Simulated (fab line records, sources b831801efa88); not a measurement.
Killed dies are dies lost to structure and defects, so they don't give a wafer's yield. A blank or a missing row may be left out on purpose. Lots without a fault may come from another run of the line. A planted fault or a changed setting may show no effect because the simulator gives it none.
Chamber matching | flow gf180mcu | GF_V3_CVD_02 on pecvd-04: 3 sister chambers
The step deposits SiO2 from TEOS, target thk 850 nm, time 94.851 s. 3 wafers are shown with their chamber, then 7 later ones without.

WAFERS WITH THEIR CHAMBER
wafer  | chamber | heater_power_w (W)
L086.5 | 0       | 739
L089.1 | 2       | 723
L089.2 | 1       | 532

WAFERS WITHOUT THEIR CHAMBER
wafer  | heater_power_w (W)
L089.5 | 761
L093.3 | 650
L093.4 | 641
L093.5 | 802
L096.4 | 644
L096.5 | 660
L096.6 | 610

WHICH CHAMBER EACH WENT THROUGH
wafer  | from the rows above          | in truth
L089.5 | can't be placed: 0 or 2      | 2
L093.3 | can't be placed: 2 or 0 or 1 | 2
L093.4 | can't be placed: 2 or 0 or 1 | 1
L093.5 | can't be placed: 0 or 2      | 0
L096.4 | can't be placed: 2 or 0 or 1 | 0
L096.5 | can't be placed: 2 or 0 or 1 | 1
L096.6 | can't be placed: 1 or 2 or 0 | 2
Placed correctly: 0 of 7. Can't be placed from these rows: 7 (the true chamber is among the candidates in 7). Placed wrongly: 0.
How it was worked out, from the rows above alone: a wafer's distance from a chamber is the root of the sum, over the readings, of the square of ((its reading less the chamber's mean) divided by the reading's scatter). The wafer belongs to the nearest chamber; if the next one is less than 2 further off, it can't be placed. A chamber's mean is the mean of its shown wafers. The scatter: with one shown wafer a chamber, the root of the mean of the squares of how far each hidden wafer lies from its nearest shown one.
